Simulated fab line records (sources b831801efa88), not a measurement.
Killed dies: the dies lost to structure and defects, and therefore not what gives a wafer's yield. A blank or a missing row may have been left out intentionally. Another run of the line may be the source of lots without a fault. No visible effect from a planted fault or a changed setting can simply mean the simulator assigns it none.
fab line records | flow gf180mcu
record: lots: 13 | wafers: 39 | last_day: 34
route steps=602 shown DNWELL@40 NWELL@50 HV_LDD@186
lots that met no fault: taken from a fault-free run of the same line
start_h: hours from the record's first day to the start of the lot's first wafer shown | wait_h: how many hours have passed since the lot's step before this one | " as in the row above | L1.1+2: a single row standing in for several wafers | - value missing, or start not given | * or withheld: withheld | < > ~ a bound
route shown NAME@n: a module of which the file shows steps, and the number in the route of the first | usual: mean/standard deviation of fault-free wafers | same: alike in all rows | chamber/n: place in a boat | sites: each site's reading | _std_site: standard deviation across them | _edge_site: the outer-site mean with the inner-site mean subtracted | radius_mm: how far each site lies from the wafer's centre | mask NAME#n: copy n | behind: the tool/chamber that last shaped the wafer | hold: the reason the lot was held/the length of the hold in hours/how it ended | device: whichever transistor did not switch (one of n, p or np) | end of line: tests run on the same wafers once the route is complete | a step with no rows: only its recipe | killed: not the wafer's yield, but the dies lost to structure and defects at the first sort | map: the dies of a wafer, with x for killed, . for not killed, _ for no die there
set.NAME: the setting the step ran with; set.NAME@STEP: the setting that earlier step ran with | model.NAME: the simulator's own value behind a step, which no gauge read
steps of the route over a sample of lots; a table a step, a row a wafer
services: the hour from which a tool's chamber was out of use, counted from the record's first day as start_h (under 0 if before that day), plus the number of hours and why
== steps ==
step: GF_DNWELL_STRIP_08
recipe: chemistry: O2/N2 | power_w: 1400 | pressure_mtorr: 1500 | platen_temp_c: 250 | o2_flow_sccm: 3000 | n2_flow_sccm: 300 | overash_fraction: 0.5
usual: drypump_motor_current_A: 5.8/0.46 | heater_power_w: 341/23 | oes_product_au: 0.723/0.0046 | strip_time_to_endpoint_s: 36.95/0.1
lot.wafer | tool            | chamber | start_h | wait_h | drypump_motor_current_A | heater_power_w | oes_product_au | rf_hours_counter_h | strip_time_to_endpoint_s
L512.1    | plasma_asher-04 | 0       | 51.10   | 0.1    | 5.5                     | 324            | 0.732          | 41                 | 36.98
L512.2    | "               | 1       | "       | "      | 6.4                     | 344            | 0.727          | 41                 | 36.85
L512.5    | "               | 0       | "       | "      | 5.5                     | 334            | 0.716          | -                  | 36.83
L514.2    | plasma_asher-04 | 1       | 64.05   | 0.1    | 6.4                     | 344            | 0.725          | 42                 | 36.96
L514.3    | "               | 1       | "       | "      | 6.5                     | 340            | 0.727          | -                  | 36.93
L514.5    | "               | 1       | "       | "      | 6.4                     | 345            | 0.726          | -                  | 36.94
L515.1    | plasma_asher-03 | 0       | 66.43   | 0.1    | 6.2                     | 335            | 0.725          | 45                 | 37.15
L515.4    | "               | 1       | "       | "      | 5.5                     | 322            | 0.722          | -                  | 37.21
L515.6    | "               | 0       | "       | "      | 6.2                     | 331            | 0.719          | -                  | 37.21
L516.3    | plasma_asher-03 | 0       | 70.88   | 0.1    | 6.2                     | 329            | 0.714          | -                  | 36.87
L516.4    | "               | 1       | "       | "      | 5.5                     | 334            | 0.723          | -                  | 36.97
L516.5    | "               | 1       | "       | "      | 5.5                     | 323            | 0.725          | -                  | 36.91
L517.1    | plasma_asher-01 | 0       | 76.33   | 0.1    | 6.1                     | 340            | 0.722          | 20                 | 36.93
L517.5    | "               | 0       | "       | "      | 6.1                     | 326            | 0.726          | -                  | 36.97
L517.6    | "               | 1       | "       | "      | 5.1                     | 378            | 0.725          | -                  | 37.00
L518.2    | plasma_asher-01 | 0       | 79.77   | 0.1    | 6.1                     | 335            | 0.726          | 20                 | 36.75
L518.3    | "               | 0       | "       | "      | 6.1                     | 339            | 0.718          | -                  | 36.87
L518.4    | "               | 1       | "       | "      | 5.1                     | 390            | 0.724          | -                  | 36.84
L520.1    | plasma_asher-03 | 1       | 98.20   | 0.1    | 5.5                     | 334            | 0.718          | 49                 | 37.01
L520.2    | "               | 0       | "       | "      | 6.2                     | 324            | 0.723          | 49                 | 36.97
L520.3    | "               | 0       | "       | "      | 6.2                     | 325            | 0.714          | -                  | 36.97
L528.1    | plasma_asher-03 | 0       | 132.58  | 0.1    | 6.2                     | 306            | 0.721          | 1                  | 36.95
L528.2    | "               | 1       | "       | "      | 5.5                     | 335            | 0.723          | 1                  | 37.00
L528.3    | "               | 1       | "       | "      | 5.5                     | 329            | 0.721          | -                  | 37.04
L529.1    | plasma_asher-01 | 0       | 137.33  | 0.1    | 6.1                     | 336            | 0.728          | 27                 | 36.83
L529.2    | "               | 1       | "       | "      | 5.1                     | 383            | 0.724          | 27                 | 36.86
L529.5    | "               | 0       | "       | "      | 6.1                     | 331            | 0.722          | -                  | 36.83
L530.2    | plasma_asher-03 | 1       | 143.00  | 0.1    | 5.5                     | 326            | 0.721          | 3                  | 36.93
L530.3    | "               | 1       | "       | "      | 5.5                     | 328            | 0.721          | -                  | 37.05
L530.5    | "               | 0       | "       | "      | 6.2                     | 306            | 0.726          | -                  | 36.93
L532.1    | plasma_asher-04 | 0       | 154.23  | 0.1    | 5.5                     | 336            | 0.722          | 51                 | 36.86
L532.2    | "               | 1       | "       | "      | 6.5                     | 358            | 0.716          | 51                 | 36.68
L532.4    | "               | 0       | "       | "      | 5.5                     | 335            | 0.725          | -                  | 36.87
L533.2    | plasma_asher-04 | 1       | 159.65  | 0.1    | 6.4                     | 342            | 0.723          | 51                 | 37.13
L533.3    | "               | 0       | "       | "      | 5.5                     | 323            | 0.725          | -                  | 37.04
L533.6    | "               | 1       | "       | "      | 6.4                     | 353            | 0.731          | -                  | 37.02
L534.1    | plasma_asher-03 | 0       | 164.65  | 0.1    | 6.2                     | 303            | 0.726          | 5                  | 37.10
L534.2    | "               | 1       | "       | "      | 5.5                     | 322            | 0.718          | 5                  | 36.97
L534.5    | "               | 0       | "       | "      | 6.2                     | 309            | 0.719          | -                  | 37.01
step: GF_NWELL_IMPLANT_08
recipe: species: P | energy_kev: 450 | dose_cm2: 1.5e+13 | tilt_deg: 0
usual: beam_energy_keV: 450.00/0.12
lot.wafer | tool         | chamber | start_h | wait_h | beam_energy_keV
L512.1    | implanter-02 | 0       | 64.35   | 0.0    | 450.23
L512.2    | "            | 0       | "       | "      | 450.18
L512.5    | "            | 0       | "       | "      | 450.22
L514.2    | implanter-02 | 0       | 77.98   | 0.0    | 450.10
L514.3    | "            | 0       | "       | "      | 449.85
L514.5    | "            | 0       | "       | "      | 449.89
L515.1    | implanter-02 | 0       | 80.25   | 0.0    | 476.27
L515.4    | "            | 0       | "       | "      | 476.11
L515.6    | "            | 0       | "       | "      | 476.24
L516.3    | implanter-01 | 0       | 83.80   | 0.1    | 449.88
L516.4    | "            | 0       | "       | "      | 450.09
L516.5    | "            | 0       | "       | "      | 449.78
L517.1    | implanter-02 | 0       | 89.06   | 0.0    | 476.24
L517.5    | "            | 0       | "       | "      | 476.11
L517.6    | "            | 0       | "       | "      | 476.15
L518.2    | implanter-02 | 0       | 93.19   | 0.0    | 476.00
L518.3    | "            | 0       | "       | "      | 476.19
L518.4    | "            | 0       | "       | "      | 475.88
L520.1    | implanter-01 | 0       | 111.90  | 0.0    | 450.16
L520.2    | "            | 0       | "       | "      | 449.81
L520.3    | "            | 0       | "       | "      | 450.07
L528.1    | implanter-01 | 0       | 148.20  | 0.0    | 450.10
L528.2    | "            | 0       | "       | "      | 450.04
L528.3    | "            | 0       | "       | "      | 450.12
L529.1    | implanter-02 | 0       | 152.61  | 0.0    | 449.97
L529.2    | "            | 0       | "       | "      | 449.86
L529.5    | "            | 0       | "       | "      | 450.01
L530.2    | implanter-04 | 0       | 159.28  | 0.0    | 449.98
L530.3    | "            | 0       | "       | "      | 450.03
L530.5    | "            | 0       | "       | "      | 449.81
L532.1    | implanter-01 | 0       | 169.75  | 0.0    | 450.07
L532.2    | "            | 0       | "       | "      | 449.90
L532.4    | "            | 0       | "       | "      | 449.98
L533.2    | implanter-02 | 0       | 175.94  | 0.0    | 450.01
L533.3    | "            | 0       | "       | "      | 450.04
L533.6    | "            | 0       | "       | "      | 449.89
L534.1    | implanter-02 | 0       | 181.26  | 0.0    | 449.99
L534.2    | "            | 0       | "       | "      | 449.80
L534.5    | "            | 0       | "       | "      | 450.11
step: GF_VT_IMPLANT_RS_MEAS_47
recipe: thk_meas_gauge: four-point-probe
usual: NWELL_RS: 487.7/1.4
lot.wafer | tool          | chamber | start_h | wait_h | NWELL_RS[ohm/sq]
L512.1    | film_metro-01 | -       | 169.30  | 0.1    | 489.3
L512.2    | "             | -       | "       | "      | 489.3
L512.5    | "             | -       | "       | "      | 488.6
L514.2    | film_metro-04 | -       | 183.71  | 0.1    | 486.8
L514.3    | "             | -       | "       | "      | 486.7
L514.5    | "             | -       | "       | "      | 487.3
L515.1    | film_metro-01 | -       | 187.65  | 0.1    | 482.5
L515.4    | "             | -       | "       | "      | 481.7
L515.6    | "             | -       | "       | "      | 483.6
L516.3    | film_metro-02 | -       | 191.59  | 0.1    | 485.9
L516.4    | "             | -       | "       | "      | 485.2
L516.5    | "             | -       | "       | "      | 486.8
L517.1    | film_metro-02 | -       | 197.69  | 0.1    | 482.5
L517.5    | "             | -       | "       | "      | 482.0
L517.6    | "             | -       | "       | "      | 483.1
L518.2    | film_metro-04 | -       | 203.55  | 0.1    | 481.0
L518.3    | "             | -       | "       | "      | 481.9
L518.4    | "             | -       | "       | "      | 482.3
L520.1    | film_metro-04 | -       | 226.03  | 0.1    | 487.4
L520.2    | "             | -       | "       | "      | 488.1
L520.3    | "             | -       | "       | "      | 487.4
L528.1    | film_metro-01 | -       | 270.05  | 0.1    | 488.0
L528.2    | "             | -       | "       | "      | 489.4
L528.3    | "             | -       | "       | "      | 489.3
L529.1    | film_metro-04 | -       | 277.94  | 0.1    | 485.5
L529.2    | "             | -       | "       | "      | 485.8
L529.5    | "             | -       | "       | "      | 486.5
L530.2    | film_metro-01 | -       | 287.46  | 0.1    | 490.4
L530.3    | "             | -       | "       | "      | 489.8
L530.5    | "             | -       | "       | "      | 490.2
L532.1    | film_metro-04 | -       | 300.45  | 0.1    | 486.1
L532.2    | "             | -       | "       | "      | 486.6
L532.4    | "             | -       | "       | "      | 485.8
L533.2    | film_metro-01 | -       | 307.66  | 0.1    | 488.4
L533.3    | "             | -       | "       | "      | 490.3
L533.6    | "             | -       | "       | "      | 488.2
L534.1    | film_metro-01 | -       | 313.14  | 0.1    | 488.3
L534.2    | "             | -       | "       | "      | 486.6
L534.5    | "             | -       | "       | "      | 486.9
step: GF_HV_LDD_STRIP_10
recipe: chemistry: O2/N2 | power_w: 1400 | pressure_mtorr: 1500 | platen_temp_c: 250 | o2_flow_sccm: 3000 | n2_flow_sccm: 300 | overash_fraction: 0.5
usual: drypump_motor_current_A: 5.8/0.45 | heater_power_w: 337/23 | oes_product_au: 0.716/0.0047 | strip_time_to_endpoint_s: 12.62/0.039
lot.wafer | tool            | chamber | start_h | wait_h | drypump_motor_current_A | heater_power_w | oes_product_au | rf_hours_counter_h | strip_time_to_endpoint_s
L512.1    | plasma_asher-03 | 0       | 228.64  | 0.1    | 6.2                     | 315            | 0.720          | 12                 | 12.62
L512.2    | "               | 1       | "       | "      | 5.4                     | 332            | 0.716          | 12                 | 12.60
L512.5    | "               | 1       | "       | "      | 5.5                     | 329            | 0.707          | -                  | 12.62
L514.2    | plasma_asher-03 | 0       | 244.09  | 0.1    | 6.2                     | 317            | 0.719          | 13                 | 12.58
L514.3    | "               | 0       | "       | "      | 6.2                     | 315            | 0.708          | -                  | 12.66
L514.5    | "               | 0       | "       | "      | 6.2                     | 306            | 0.715          | -                  | 12.63
L515.1    | plasma_asher-03 | 0       | 248.95  | 0.1    | 6.2                     | 309            | 0.718          | 14                 | 12.65
L515.4    | "               | 1       | "       | "      | 5.5                     | 331            | 0.724          | -                  | 12.63
L515.6    | "               | 0       | "       | "      | 6.2                     | 312            | 0.710          | -                  | 12.66
L516.3    | plasma_asher-01 | 0       | 251.91  | 0.1    | 6.1                     | 328            | 0.710          | -                  | 12.57
L516.4    | "               | 1       | "       | "      | 5.1                     | 395            | 0.715          | -                  | 12.56
L516.5    | "               | 0       | "       | "      | 6.1                     | 340            | 0.710          | -                  | 12.59
L517.1    | plasma_asher-04 | 1       | 260.70  | 0.1    | 6.4                     | 351            | 0.714          | 62                 | 12.63
L517.5    | "               | 1       | "       | "      | 6.4                     | 342            | 0.719          | -                  | 12.61
L517.6    | "               | 0       | "       | "      | 5.5                     | 331            | 0.712          | -                  | 12.58
L518.2    | plasma_asher-03 | 0       | 267.08  | 0.1    | 6.2                     | 311            | 0.722          | 16                 | 12.63
L518.3    | "               | 1       | "       | "      | 5.5                     | 315            | 0.718          | -                  | 12.64
L518.4    | "               | 0       | "       | "      | 6.2                     | 314            | 0.718          | -                  | 12.58
L520.1    | plasma_asher-04 | 0       | 293.93  | 0.1    | 5.5                     | 329            | 0.717          | 65                 | 12.60
L520.2    | "               | 1       | "       | "      | 6.4                     | 345            | 0.716          | 65                 | 12.63
L520.3    | "               | 0       | "       | "      | 5.5                     | 336            | 0.717          | -                  | 12.61
L528.1    | plasma_asher-03 | 1       | 340.63  | 0.1    | 5.5                     | 330            | 0.719          | 24                 | 12.60
L528.2    | "               | 0       | "       | "      | 6.2                     | 307            | 0.710          | 24                 | 12.63
L528.3    | "               | 1       | "       | "      | 5.5                     | 323            | 0.721          | -                  | 12.62
L529.1    | plasma_asher-04 | 0       | 347.55  | 0.1    | 5.5                     | 320            | 0.716          | 71                 | 12.65
L529.2    | "               | 1       | "       | "      | 6.4                     | 351            | 0.716          | 71                 | 12.65
L529.5    | "               | 0       | "       | "      | 5.5                     | 326            | 0.728          | -                  | 12.67
L530.2    | plasma_asher-01 | 0       | 360.50  | 0.1    | 6.1                     | 331            | 0.712          | 51                 | 12.69
L530.3    | "               | 1       | "       | "      | 5.1                     | 380            | 0.722          | -                  | 12.71
L530.5    | "               | 0       | "       | "      | 6.1                     | 335            | 0.720          | -                  | 12.69
L532.1    | plasma_asher-04 | 0       | 372.38  | 0.1    | 5.5                     | 339            | 0.716          | 73                 | 12.60
L532.2    | "               | 1       | "       | "      | 6.4                     | 353            | 0.716          | 73                 | 12.64
L532.4    | "               | 0       | "       | "      | 5.5                     | 322            | 0.717          | -                  | 12.59
L533.2    | plasma_asher-04 | 1       | 380.48  | 0.1    | 6.5                     | 345            | 0.710          | 74                 | 12.58
L533.3    | "               | 0       | "       | "      | 5.5                     | 331            | 0.713          | -                  | 12.56
L533.6    | "               | 0       | "       | "      | 5.5                     | 331            | 0.712          | -                  | 12.58
L534.1    | plasma_asher-04 | 0       | 386.40  | 0.1    | 5.5                     | 327            | 0.722          | 75                 | 12.67
L534.2    | "               | 1       | "       | "      | 6.4                     | 344            | 0.715          | 75                 | 12.67
L534.5    | "               | 0       | "       | "      | 5.5                     | 329            | 0.716          | -                  | 12.66
step: GF_HV_LDD_TW_MEAS_38
usual: HV_LDD_3_TW: 1428/30
lot.wafer | tool          | chamber | start_h | wait_h | HV_LDD_3_TW
L512.1    | film_metro-02 | -       | 267.33  | 0.1    | 1444
L512.2    | "             | -       | "       | "      | 1442
L512.5    | "             | -       | "       | "      | 1447
L514.2    | film_metro-01 | -       | 284.39  | 0.1    | 1400
L514.3    | "             | -       | "       | "      | 1397
L514.5    | "             | -       | "       | "      | 1395
L515.1    | film_metro-04 | -       | 288.50  | 0.1    | 1465
L515.4    | "             | -       | "       | "      | 1462
L515.6    | "             | -       | "       | "      | 1471
L516.3    | film_metro-02 | -       | 290.70  | 0.1    | 1441
L516.4    | "             | -       | "       | "      | 1444
L516.5    | "             | -       | "       | "      | 1432
L517.1    | film_metro-01 | -       | 301.08  | 0.1    | 1408
L517.5    | "             | -       | "       | "      | 1401
L517.6    | "             | -       | "       | "      | 1402
L518.2    | film_metro-02 | -       | 307.41  | 0.1    | 1442
L518.3    | "             | -       | "       | "      | 1448
L518.4    | "             | -       | "       | "      | 1440
L520.1    | film_metro-02 | -       | 336.13  | 0.1    | 1442
L520.2    | "             | -       | "       | "      | 1436
L520.3    | "             | -       | "       | "      | 1443
L528.1    | film_metro-01 | -       | 386.08  | 0.1    | 1398
L528.2    | "             | -       | "       | "      | 1398
L528.3    | "             | -       | "       | "      | 1403
L529.1    | film_metro-01 | -       | 393.63  | 0.1    | 1405
L529.2    | "             | -       | "       | "      | 1395
L529.5    | "             | -       | "       | "      | 1402
L530.2    | film_metro-02 | -       | 407.64  | 0.1    | 1449
L530.3    | "             | -       | "       | "      | 1445
L530.5    | "             | -       | "       | "      | 1450
L532.1    | film_metro-01 | -       | 420.39  | 0.1    | 1404
L532.2    | "             | -       | "       | "      | 1395
L532.4    | "             | -       | "       | "      | 1390
L533.2    | film_metro-01 | -       | 428.44  | 0.1    | 1394
L533.3    | "             | -       | "       | "      | 1397
L533.6    | "             | -       | "       | "      | 1396
L534.1    | film_metro-01 | -       | 434.63  | 0.1    | 1375
L534.2    | "             | -       | "       | "      | 1379
L534.5    | "             | -       | "       | "      | 1379
== services ==
tool            | chamber | start_h | hours | kind
plasma_asher-03 | -       | 32.07   | 1.9   | repair
plasma_asher-01 | -       | 35.94   | 3.3   | repair
implanter-02    | -       | 40.51   | 9.2   | repair
implanter-01    | -       | 105.60  | 2.1   | repair
plasma_asher-03 | -       | 108.75  | 9.0   | pm
plasma_asher-03 | 0       | 108.75  | 9.0   | vent_cycle
plasma_asher-03 | 1       | 108.75  | 9.0   | vent_cycle
plasma_asher-03 | 0       | 117.75  | -     | clean
plasma_asher-03 | 1       | 117.75  | -     | clean
plasma_asher-04 | -       | 118.32  | 1.2   | repair
implanter-02    | -       | 147.82  | 4.0   | pm
implanter-02    | -       | 155.31  | 11.8  | pm
implanter-01    | -       | 184.75  | 1.2   | repair
implanter-04    | -       | 201.52  | 1.8   | repair
implanter-01    | -       | 207.64  | 3.5   | pm
implanter-02    | -       | 212.05  | 24.7  | pm
implanter-04    | -       | 236.02  | 1.6   | repair
implanter-01    | -       | 299.78  | 2.7   | pm
plasma_asher-04 | -       | 307.00  | 0.6   | repair
implanter-02    | -       | 329.51  | 5.8   | repair
plasma_asher-03 | -       | 352.60  | 9.5   | repair
== key ==
first_sign: step: GF_NWELL_IMPLANT_08 | reading: beam_energy_keV | direction: up | sigmas: 99+ | usual: 450.00 | struck: 476.13
effect: step: GF_VT_IMPLANT_RS_MEAS_47 | reading: NWELL_RS | direction: down | sigmas: 3.9 | usual: 487.7 | struck: 482.3
met_at GF_NWELL_IMPLANT_08
struck_lots L515,L517,L518
tester_left_out L515,L517,L518
not_acting_at GF_DNWELL_STRIP_08,GF_HV_LDD_STRIP_10,GF_HV_LDD_TW_MEAS_38
onset_between 77.98 80.25
fault: kind: process_parameter_drift | tool: implanter-02 | chamber: - | onset_h: 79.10 | steps: GF_NWELL_IMPLANT_08 | channel: energy_kev | offset: 26.156 | shape: step | end_h: 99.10 | acts_in: these_recipes_only | stated: 450
tester_left_out: of these lots the tester's yield and bins aren't shown, on N5 and GAA mostly nor the transistor test; their killed dies are dies lost to structure and defects alone, not to doping, threshold or leakage, so they don't give the yield
